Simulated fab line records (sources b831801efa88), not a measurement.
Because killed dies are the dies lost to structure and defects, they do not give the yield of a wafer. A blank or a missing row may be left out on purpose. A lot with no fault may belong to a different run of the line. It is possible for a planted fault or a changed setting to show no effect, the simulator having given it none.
Comparing a struck lot with a sound one -- flow sky130 -- 16 out of 708 route steps
Sound: wafers L212.1, L212.2, L212.4. The struck wafers were L214.3, L214.5, L214.6. The cause comes at the end.
Order at every step that has rows: each side's tool, ch and its chambers, its first start. Under that, the readings that differ: sound wafers -- struck wafers -- difference of the means -- sigmas: that difference in standard deviations of wafers without a fault.
alike: readings with means less than 2 such deviations apart, plus words and numbers identical on both sides. not compared: withheld readings, readings lacking a value on some wafer, bounds such as >300 that could conceal the same value, and numbers that have no deviation in the record and whose values overlap.
A row with sigmas, a row that says differs or no value, or rows on one side alone: a step with any of these is where the two part. Numbers that don't overlap but have no deviation are shown without sigmas and don't part them. A reading missing from all wafers of one side parts the sides only when that side holds two or more wafers.

first, 5 steps without rows for these wafers: SKY_POLY_GATE_COAT_08 (resist thk 450 nm); SKY_POLY_GATE_SOFTBAKE_09 (time 90 s); SKY_POLY_GATE_EXPOSE_10 (exposes mask P1M, target cd 150 nm); SKY_POLY_GATE_PEB_11; SKY_POLY_GATE_DEVELOP_12 (develop time 60 s).
SKY_POLY_GATE_CD_MEAS_13: target cd 150 nm.
  sound: cd sem-01 at day 17 22:33; struck: cd sem-02 at day 18 23:10
  alike: cd nm
SKY_POLY_GATE_OVL_MEAS_14:
  sound: overlay-01 at day 17 22:40; struck: overlay-01 at day 18 23:15
  alike: POLY_GATE_OVL
SKY_POLY_GATE_ETCH_15: etches BARC in N2/H2, stops on SiO2, time 118.5 s, target depth 110 nm.
  sound on rie diel-02 ch 0,2,3, day 17 22:42; struck on rie diel-02 ch 0,2,3, day 18 23:17
  alike: drypump motor current A, oes product au, rf fwd power W, throttle valve pct
  not compared: rf hours counter h
SKY_POLY_GATE_ETCH_16: etches Si3N4 in CH3F/O2, stops on poly-Si, time 147.5 s, target depth 75 nm.
  sound on rie diel-02 ch 0,2,3, day 17 22:47; struck on rie diel-02 ch 0,2,3, day 18 23:22
  alike: ch3f flow sccm, drypump motor current A, oes product au, rf fwd power W, throttle valve pct
  not compared: rf hours counter h
SKY_POLY_GATE_ETCH_17: etches poly-Si in HBr/Cl2, stops on SiO2, target depth 180 nm, time 70.5 s.
  sound on rie si-02 ch 0,1,2, day 17 22:53; struck on rie si-01 ch 1,2,3, day 18 23:28
  alike: drypump motor current A, oes product au, rf fwd power W, throttle valve pct
  not compared: rf hours counter h
SKY_POLY_GATE_STRIP_18: strips in O2/N2.
  sound on plasma asher-01 ch 0,1, day 17 22:56; struck on plasma asher-03 ch 0,1, day 18 23:33
reading,sound,struck,difference,sigmas
oes product au (a.u.),0.364 0.363 0.354,0.348 0.352 0.346,-0.012,-2
  alike: drypump motor current A, o2 flow sccm, strip time to endpoint s
  not compared: rf hours counter h
then, 1 step without rows for these wafers: SKY_POLY_GATE_CLEAN_19 (cleans in SC1/SC2, time 150 s).
SKY_POLY_GATE_OXIDATION_20: stabilise 600 s, purge 300 s, target thk 4 nm.
  sound on furnace-02 ch 0, day 18 01:44; struck on furnace-01 ch 0, day 19 01:21
reading,sound,struck,difference,sigmas
spike tc bottom C (C),863.3 865.0 864.2,878.4 877.7 876.9,+13.5,+7
spike tc centre C (C),848.7 848.3 851.2,861.5 861.1 858.6,+11.0,+11
spike tc lower C (C),850.9 850.7 850.2,862.2 861.8 863.3,+11.8,+11
spike tc top C (C),863.7 863.0 862.6,870.6 871.6 869.9,+7.6,+6
spike tc upper C (C),847.0 847.5 849.4,861.1 858.9 860.1,+12.1,+11
tube center temp C (C),849.98 850.16 850.05,860.71 860.66 860.62,+10.60,+99 or more
tube_center_temp_C_max,852.1 852.1 852.6,862.8 863.1 862.8,+10.6,+28
model.SiO2_of_POLY_GATE_OXIDATION_20.thk nm (nm),4.09 4.133 4.015,4.607 4.689 4.665,+0.574,
SKY_POLY_GATE_THK_MEAS_21:
  sound: film metro-04 at day 18 02:59; struck: film metro-03 at day 19 02:37
reading,sound,struck,difference,sigmas
POLY_GATE_OXIDATION_THK (nm),4.10 4.13 3.99,4.59 4.69 4.65,+0.57,+8
SKY_POLY_GATE_CD_MEAS_22:
  sound: cd sem-02 at day 18 03:02; struck: cd sem-02 at day 19 02:43
  alike: cd nm
-- here the record skips 29 days between the struck wafers' starts before and after, leaving off in module POLY_GATE and picking up in module PAD_OPEN (first step shown: number 708 of the route) --
SKY_PAD_OPEN_PROBE_99:
  sound: prober-02 at day 47 00:16; struck: prober-02 at day 47 16:09
reading,sound,struck,difference,sigmas
killed at other,0 0 0,0 1 2,+1,+2
model.etest.tip sonos.rs ohm sq,2599 2636 2582,2752 2804 2798,+179,
model.etest.tip n.rs ohm sq,440 439.6 436.1,445.5 450.3 449.5,+9.9,
  alike: killed_at_M0_to_M3, killed_at_M4_up, killed at contacts, killed at front end, killed dies, killed open, killed short

## WHERE THEY PART
Earliest at SKY_POLY_GATE_STRIP_18; latest, in this record, at SKY_PAD_OPEN_PROBE_99.

WHY: whatever the simulator had introduced
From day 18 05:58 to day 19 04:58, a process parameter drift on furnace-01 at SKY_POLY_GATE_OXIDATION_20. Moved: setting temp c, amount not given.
